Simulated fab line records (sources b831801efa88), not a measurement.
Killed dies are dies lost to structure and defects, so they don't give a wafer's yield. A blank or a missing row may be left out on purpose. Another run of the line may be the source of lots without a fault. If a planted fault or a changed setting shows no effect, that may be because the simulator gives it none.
Commonality check across tools + flow sky130 + 9 lots, 27 wafers sampled

== REASON FOR OPENING ==
SKY_CAP2M_RS_MEAS_03, reading CAP2M_TIN_RS: flagged on 2 of 9 lots. No-fault wafers: 6.89 ohm/sq, standard deviation 0.1.
Rule: a lot gets a flag if all its wafers with a number sit over 4 standard deviations from that mean, or if no wafer of it has a number. The other lots count as sound.

| lot  | measured     | on           | CAP2M_TIN_RS (ohm/sq), wafer by wafer | flag    |
|------|--------------|--------------|---------------------------------------|---------|
| L101 | day 41 07:03 | filmMetro-03 | 6.87 6.88 6.71                        |         |
| L108 | day 42 21:41 | filmMetro-03 | 6.93 6.97 6.91                        |         |
| L109 | day 43 12:23 | filmMetro-02 | 6.75 6.74 6.68                        |         |
| L110 | day 43 13:37 | filmMetro-04 | 6.94 6.85 6.87                        |         |
| L112 | day 44 03:14 | filmMetro-02 | 6.94 6.87 6.87                        |         |
| L114 | day 44 19:25 | filmMetro-03 | 6.77 6.79 6.82                        |         |
| L117 | day 45 13:43 | filmMetro-02 | 7.91 8.07 7.81                        | FLAGGED |
| L118 | day 45 18:38 | filmMetro-02 | 7.76 8.06 7.85                        | FLAGGED |
| L123 | day 46 15:48 | filmMetro-02 | 7.03 6.79 6.95                        |         |
On average the flagged lots' numbers are 7.91 ohm/sq, which is +1.02 ohm/sq against the usual, or +10 standard deviations.

== WHICH TOOL EACH LOT WENT THROUGH ==
3 process steps preceding the reading are held in the record, out of 708 steps in the route. Read each cell as the tool, then ch plus the chambers that the sampled wafers visited, then the start.
| lot  | flag    | SKY_METAL3_DESCUM_15             | SKY_METAL3_ETCH_16               | SKY_CAP2M_SPUTTER_02        |
|------|---------|----------------------------------|----------------------------------|-----------------------------|
| L101 |         | rieMetal-04 ch 0, day 40 02:20   | rieMetal-04 ch 0, day 40 02:22   | pvdSputter-04, day 41 06:56 |
| L108 |         | rieMetal-03 ch 0,1, day 41 18:05 | rieMetal-03 ch 0,1, day 41 18:07 | pvdSputter-01, day 42 21:33 |
| L109 |         | rieMetal-02 ch 0, day 42 08:39   | rieMetal-02 ch 0, day 42 08:43   | pvdSputter-04, day 43 12:15 |
| L110 |         | rieMetal-04 ch 0,1, day 42 10:15 | rieMetal-04 ch 0,1, day 42 10:17 | pvdSputter-01, day 43 13:29 |
| L112 |         | rieMetal-04 ch 0,1, day 43 00:18 | rieMetal-04 ch 0,1, day 43 00:20 | pvdSputter-01, day 44 03:08 |
| L114 |         | rieMetal-02 ch 0,1, day 43 16:46 | rieMetal-02 ch 0,1, day 43 16:49 | pvdSputter-04, day 44 19:15 |
| L117 | FLAGGED | rieMetal-03 ch 0, day 44 12:10   | rieMetal-03 ch 0, day 44 12:17   | pvdSputter-04, day 45 13:34 |
| L118 | FLAGGED | rieMetal-03 ch 0,1, day 44 16:58 | rieMetal-03 ch 0,1, day 44 17:01 | pvdSputter-04, day 45 18:29 |
| L123 |         | rieMetal-02 ch 0,1, day 45 15:04 | rieMetal-02 ch 0,1, day 45 15:07 | pvdSputter-02, day 46 15:39 |
These steps, and what they do:
- SKY_METAL3_DESCUM_15: chemistry O2, time 8 s.
- SKY_METAL3_ETCH_16: etches BARC in N2/H2, stops on SiO2, time 88.2 s, target depth 60 nm.
- SKY_CAP2M_SPUTTER_02: material TiN, target thk 200 nm, time 166.7 s.
- SKY_CAP2M_RS_MEAS_03: measures by four-point-probe.

== FLAGGED OVER TOTAL, TOOL BY TOOL (the gauges that took the reading come last) ==
| step                 | tool          | lots run | flagged | share of the flagged lots | sound lots run after its first flagged lot |
|----------------------|---------------|----------|---------|---------------------------|--------------------------------------------|
| SKY_METAL3_DESCUM_15 | rieMetal-02   | 3        | 0       | none                      | -                                          |
| SKY_METAL3_DESCUM_15 | rieMetal-03   | 3        | 2       | all                       | 0                                          |
| SKY_METAL3_DESCUM_15 | rieMetal-04   | 3        | 0       | none                      | -                                          |
| SKY_METAL3_ETCH_16   | rieMetal-02   | 3        | 0       | none                      | -                                          |
| SKY_METAL3_ETCH_16   | rieMetal-03   | 3        | 2       | all                       | 0                                          |
| SKY_METAL3_ETCH_16   | rieMetal-04   | 3        | 0       | none                      | -                                          |
| SKY_CAP2M_SPUTTER_02 | pvdSputter-01 | 3        | 0       | none                      | -                                          |
| SKY_CAP2M_SPUTTER_02 | pvdSputter-02 | 1        | 0       | none                      | -                                          |
| SKY_CAP2M_SPUTTER_02 | pvdSputter-04 | 5        | 2       | all                       | 0                                          |
| SKY_CAP2M_RS_MEAS_03 | filmMetro-02  | 5        | 2       | all                       | 1 (L123)                                   |
| SKY_CAP2M_RS_MEAS_03 | filmMetro-03  | 3        | 0       | none                      | -                                          |
| SKY_CAP2M_RS_MEAS_03 | filmMetro-04  | 1        | 0       | none                      | -                                          |

== WHAT THE TABLE PERMITS ==
4 rows of the table ran every flagged lot: rieMetal-03 at SKY_METAL3_DESCUM_15, rieMetal-03 at SKY_METAL3_ETCH_16, pvdSputter-04 at SKY_CAP2M_SPUTTER_02, filmMetro-02 at SKY_CAP2M_RS_MEAS_03.
- rieMetal-03 at SKY_METAL3_DESCUM_15: 2 of its 3 lots flagged. Its last sound lot is L108 (day 41 18:05), its first flagged lot L117 (day 44 12:10): a fault that began between those two fits.
- rieMetal-03 at SKY_METAL3_ETCH_16: 2 of its 3 lots flagged. Its last sound lot is L108 (day 41 18:07), its first flagged lot L117 (day 44 12:17): a fault that began between those two fits.
- pvdSputter-04 at SKY_CAP2M_SPUTTER_02: 2 of its 5 lots flagged. Its last sound lot is L114 (day 44 19:15), its first flagged lot L117 (day 45 13:34): a fault that began between those two fits. Its own readings lie more than 4 standard deviations out on every wafer of the flagged lots: cathodeDcPowerW.
- filmMetro-02 at SKY_CAP2M_RS_MEAS_03: 2 of its 5 lots flagged. Sound lots ran on it after the first flagged one (L123), which a lasting fault on the whole tool wouldn't allow.
Counting lots can't tell these 2 tools apart, because each fits a fault that began at some hour. More lots, or a look at what each step does to the wafer, might.

== WHAT HAD BEEN PUT IN BY THE SIMULATOR ==
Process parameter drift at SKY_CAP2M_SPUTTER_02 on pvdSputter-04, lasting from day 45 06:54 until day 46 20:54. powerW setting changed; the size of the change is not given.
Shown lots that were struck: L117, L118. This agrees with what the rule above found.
